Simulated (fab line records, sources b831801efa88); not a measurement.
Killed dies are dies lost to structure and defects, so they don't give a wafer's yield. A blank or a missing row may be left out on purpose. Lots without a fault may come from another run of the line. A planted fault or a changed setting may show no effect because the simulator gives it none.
fab line records	flow sky130
[record] lots = 5	wafers = 23
route steps=708 shown VIA4@646 METAL5@663
start_h: hours from the record's opening day to when the first of the lot's shown wafers began	wait_h: how many hours have passed since the lot's step before this one	" unchanged from the row above	L1.1+2: several wafers, shown together as one row	- no value, or no start was given	* or withheld: withheld	< > ~ a bound
route shown NAME@n: NAME is a module with steps in the file, n the number in the route of the first one	usual: mean/standard deviation taken from wafers without a fault	same: alike in all rows	chamber/n: place in a boat	sites: per-site readings	_std_site: the standard deviation of these	_edge_site: inner sites' mean taken away from outer sites' mean	radius_mm: for every site, how far away it sits from the centre of the wafer	mask NAME#n: copy n	behind: the tool/chamber that last shaped the wafer	hold: cause of the lot's hold/its duration in hours/its outcome	device: whichever transistor did not switch (one of n, p or np)	end of line: the route-end tests of the same wafers	a step given without rows: its recipe and nothing more	killed: the dies lost at the first sort to structure and to defects; this is not the yield of the wafer	map: shows each die of a wafer: x if killed, . if not, _ if none is there
set.NAME: setting as actually run; set.NAME@STEP: the setting as run at that earlier step	model.NAME: the simulator's own value behind a step, which no gauge read
lots run with intentionally changed settings; tables by step, rows by wafer
[[steps]]
[step SKY_VIA4_SOFTBAKE_07]
[recipe] temp_c = 90	time_s = 60	resist = NOVOLAK
lot.wafer	tool	chamber	start_h	wait_h	set.temp_c	model.NOVOLAK_of_VIA4_COAT_06.thk_nm
L074.1	litho_track-02	0	1013.48	0.1	93.24	1131
L074.3+5+6	"	0	"	"	90	1139
L074.4	"	0	"	"	93.24	1129
L079.1	litho_track-02	0	1038.93	0.1	91.89	1133
L079.3	"	0	"	"	91.89	1134
L079.4	"	0	"	"	90	1142
L079.5	"	0	"	"	90	1138
L079.6	"	0	"	"	90	1141
L081.2+4+6	litho_track-03	0	1052.10	0.1	90	1138
L081.3	"	0	"	"	90	1141
L081.5	"	0	"	"	90	1137
L084.1+6	litho_track-03	0	1055.38	0.1	90	1141
L084.2	"	0	"	"	90	1140
L084.4	"	0	"	"	90	1139
L084.5	"	0	"	"	90	1142
L085.2	litho_track-04	0	1065.28	0.1	90	1138
L085.3	"	0	"	"	90	1142
L085.6	"	0	"	"	90	1136
[step SKY_METAL5_SPUTTER_02]
[recipe] material = AlCu	target_thk_nm = 1150	power_w = 10600	time_s = 61.2	chamber_pressure_pa = 0.4
lot.wafer	tool	chamber	start_h	wait_h	set.time_s	model.AlCu_of_METAL5_SPUTTER_02.thk_nm
L074.1	pvd_sputter-03	-	1025.95	0.0	61.2	1141
L074.3	"	-	"	"	54.25	1033
L074.4	"	-	"	"	61.2	1149
L074.5	"	-	"	"	54.25	1017
L074.6	"	-	"	"	61.2	1165
L079.1+3	pvd_sputter-01	-	1051.50	0.0	56.5	1071
L079.4	"	-	"	"	61.2	1152
L079.5	"	-	"	"	61.2	1158
L079.6	"	-	"	"	56.5	1063
L081.2	pvd_sputter-01	-	1064.80	0.0	69.44	1321
L081.3	"	-	"	"	69.44	1301
L081.4	"	-	"	"	61.2	1171
L081.5	"	-	"	"	69.44	1314
L081.6	"	-	"	"	61.2	1148
L084.1+4	pvd_sputter-02	-	1067.70	0.0	61.2	1147
L084.2+5	"	-	"	"	61.2	1144
L084.6	"	-	"	"	61.2	1162
L085.2	pvd_sputter-03	-	1077.32	0.0	61.2	1138
L085.3	"	-	"	"	61.2	1156
L085.6	"	-	"	"	61.2	1146
[step SKY_METAL5_SPUTTER_03]
[recipe] material = Ti	target_thk_nm = 5	power_w = 3000	time_s = 3.3	chamber_pressure_pa = 0.4
lot.wafer	tool	chamber	start_h	wait_h	set.time_s	model.Ti_of_METAL5_SPUTTER_03.thk_nm
L074.1	pvd_sputter-03	-	1026.00	0.0	3.748	5.904
L074.3	"	-	"	"	3.3	5.162
L074.4+5	"	-	"	"	3.748	5.898
L074.6	"	-	"	"	3.3	5.075
L079.1	pvd_sputter-01	-	1051.55	0.0	3.3	5.025
L079.3	"	-	"	"	3.3	4.938
L079.4	"	-	"	"	3.3	5.079
L079.5	"	-	"	"	3.3	5.086
L079.6	"	-	"	"	3.3	4.904
L081.2	pvd_sputter-01	-	1064.85	0.0	3.3	4.912
L081.3	"	-	"	"	3.3	5.01
L081.4	"	-	"	"	2.88	4.189
L081.5	"	-	"	"	2.88	4.302
L081.6	"	-	"	"	2.88	4.293
L084.1	pvd_sputter-02	-	1067.75	0.0	3.3	5.2
L084.2	"	-	"	"	3.736	5.724
L084.4	"	-	"	"	3.736	5.817
L084.5	"	-	"	"	3.3	5.088
L084.6	"	-	"	"	3.3	5.153
L085.2	pvd_sputter-03	-	1077.37	0.0	3.3	5.14
L085.3	"	-	"	"	3.3	5.112
L085.6	"	-	"	"	3.3	5.018
[step SKY_METAL5_SPUTTER_04]
[recipe] material = TiN	target_thk_nm = 70	power_w = 6500	time_s = 58.3	chamber_pressure_pa = 0.4
[step SKY_METAL5_RS_MEAS_05]
[recipe] thk_meas_gauge = four-point-probe	reads = TiN_of_METAL5_SPUTTER_04+Ti_of_METAL5_SPUTTER_03+AlCu_of_METAL5_SPUTTER_02+TiN_of_METAL5_SPUTTER_01+Ti_of_METAL5_SPUTTER_00
[usual] METAL5_ALCU_RS = 0.0271/0.00033
lot.wafer	tool	chamber	start_h	wait_h	set.time_s@METAL5_SPUTTER_02	METAL5_ALCU_RS[ohm/sq]
L074.1	film_metro-02	-	1026.07	0.0	61.2	0.0273
L074.3	"	-	"	"	54.25	0.0301
L074.4	"	-	"	"	61.2	0.0271
L074.5	"	-	"	"	54.25	0.0306
L074.6	"	-	"	"	61.2	0.0267
L079.1	film_metro-01	-	1051.62	0.0	56.5	0.0291
L079.3	"	-	"	"	56.5	0.0291
L079.4	"	-	"	"	61.2	0.0270
L079.5	"	-	"	"	61.2	0.0269
L079.6	"	-	"	"	56.5	0.0293
L081.2	film_metro-02	-	1064.95	0.0	69.44	0.0235
L081.3	"	-	"	"	69.44	0.0239
L081.4	"	-	"	"	61.2	0.0265
L081.5	"	-	"	"	69.44	0.0236
L081.6	"	-	"	"	61.2	0.0271
L084.1	film_metro-04	-	1067.81	0.0	61.2	0.0271
L084.2	"	-	"	"	61.2	0.0272
L084.4	"	-	"	"	61.2	0.0271
L084.5	"	-	"	"	61.2	0.0272
L084.6	"	-	"	"	61.2	0.0267
L085.2	film_metro-04	-	1077.45	0.0	61.2	0.0273
L085.3	"	-	"	"	61.2	0.0269
L085.6	"	-	"	"	61.2	0.0271
[step SKY_METAL5_THK_MEAS_06]
[recipe] thk_meas_gauge = xrf	reads = AlCu_of_METAL5_SPUTTER_02
[usual] METAL5_ALCU_THK = 1163/16
lot.wafer	tool	chamber	start_h	wait_h	set.time_s@METAL5_SPUTTER_02	METAL5_ALCU_THK[nm]
L074.1	film_metro-02	-	1026.19	0.1	61.2	1157
L074.3	"	-	"	"	54.25	1045
L074.4	"	-	"	"	61.2	1166
L074.5	"	-	"	"	54.25	1032
L074.6	"	-	"	"	61.2	1183
L079.1	film_metro-01	-	1051.74	0.1	56.5	1079
L079.3	"	-	"	"	56.5	1076
L079.4	"	-	"	"	61.2	1156
L079.5	"	-	"	"	61.2	1165
L079.6	"	-	"	"	56.5	1071
L081.2	film_metro-02	-	1065.06	0.1	69.44	1339
L081.3	"	-	"	"	69.44	1308
L081.4	"	-	"	"	61.2	1188
L081.5	"	-	"	"	69.44	1324
L081.6	"	-	"	"	61.2	1161
L084.1	film_metro-04	-	1067.93	0.1	61.2	1169
L084.2	"	-	"	"	61.2	1161
L084.4	"	-	"	"	61.2	1166
L084.5	"	-	"	"	61.2	1160
L084.6	"	-	"	"	61.2	1186
L085.2	film_metro-04	-	1077.56	0.1	61.2	1162
L085.3	"	-	"	"	61.2	1182
L085.6	"	-	"	"	61.2	1162
[step SKY_METAL5_DEHYDRATE_07]
[recipe] temp_c = 200	time_s = 60
[step SKY_METAL5_HMDS_08]
[recipe] prime_time_s = 60	prime_temp_c = 120
[step SKY_METAL5_DEVELOP_13]
[recipe] resist = NOVOLAK	developer = TMAH	develop_time_s = 60	dev_temp_c = 23
[step SKY_METAL5_DESCUM_14]
[recipe] chemistry = O2	source_power_w = 150	bias_power_w = 0	pressure_mtorr = 10	temp_c = 40	time_s = 11
[step SKY_METAL5_METAL_ETCH_15]
[recipe] target_depth_a = 12600	stop_on = SiO2	over_etch_frac = 0.2	time_s = 252	chemistry = Cl2/BCl3	resist_sidewall_deg = 86	pressure_mtorr = 10	icp_w = 900	bias_w = 48.5	Cl2_flow_sccm = 60	bcl3_flow_sccm = 30
[usual] oes_product_au = 0.893/0.0055
lot.wafer	tool	chamber	start_h	wait_h	set.time_s@METAL5_SPUTTER_02	oes_product_au
L074.1	rie_metal-01	1	1048.56	0.1	61.2	0.887
L074.3	"	1	"	"	54.25	0.856
L074.4	"	1	"	"	61.2	0.889
L074.5	"	1	"	"	54.25	0.847
L074.6	"	1	"	"	61.2	0.888
L079.1	rie_metal-04	1	1072.82	0.0	56.5	0.870
L079.3	"	0	"	"	56.5	0.869
L079.4	"	1	"	"	61.2	0.891
L079.5	"	1	"	"	61.2	0.896
L079.6	"	0	"	"	56.5	0.871
L081.2	rie_metal-04	1	1085.84	0.0	69.44	0.949
L081.3	"	0	"	"	69.44	0.935
L081.4	"	1	"	"	61.2	0.900
L081.5	"	1	"	"	69.44	0.952
L081.6	"	0	"	"	61.2	0.890
L084.1	rie_metal-02	1	1089.47	0.0	61.2	0.887
L084.2	"	0	"	"	61.2	0.887
L084.4	"	0	"	"	61.2	0.893
L084.5	"	1	"	"	61.2	0.893
L084.6	"	0	"	"	61.2	0.896
L085.2	rie_metal-01	1	1096.32	0.0	61.2	0.904
L085.3	"	0	"	"	61.2	0.890
L085.6	"	0	"	"	61.2	0.896
[[key]]
[split] step = SKY_VIA4_SOFTBAKE_07	setting = temp_c	stated = 90	by = wafer
[response] step = SKY_VIA4_SOFTBAKE_07	reading = model.NOVOLAK_of_VIA4_COAT_06.thk_nm	change = -2.81	per = 1%	r = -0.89
[split] step = SKY_METAL5_SPUTTER_02	setting = time_s	stated = 61.2	by = wafer
[response] step = SKY_METAL5_SPUTTER_02	reading = model.AlCu_of_METAL5_SPUTTER_02.thk_nm	change = +11.2	per = 1%	r = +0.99
[response] step = SKY_METAL5_RS_MEAS_05	reading = METAL5_ALCU_RS	change = -0.000263	per = 1%	r = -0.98
[response] step = SKY_METAL5_THK_MEAS_06	reading = METAL5_ALCU_THK	change = +11.2	per = 1%	r = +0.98
[response] step = SKY_METAL5_METAL_ETCH_15	reading = oes_product_au	change = +0.00345	per = 1%	r = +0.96
[split] step = SKY_METAL5_SPUTTER_03	setting = time_s	stated = 3.3	by = wafer
[response] step = SKY_METAL5_SPUTTER_03	reading = model.Ti_of_METAL5_SPUTTER_03.thk_nm	change = +0.0533	per = 1%	r = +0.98
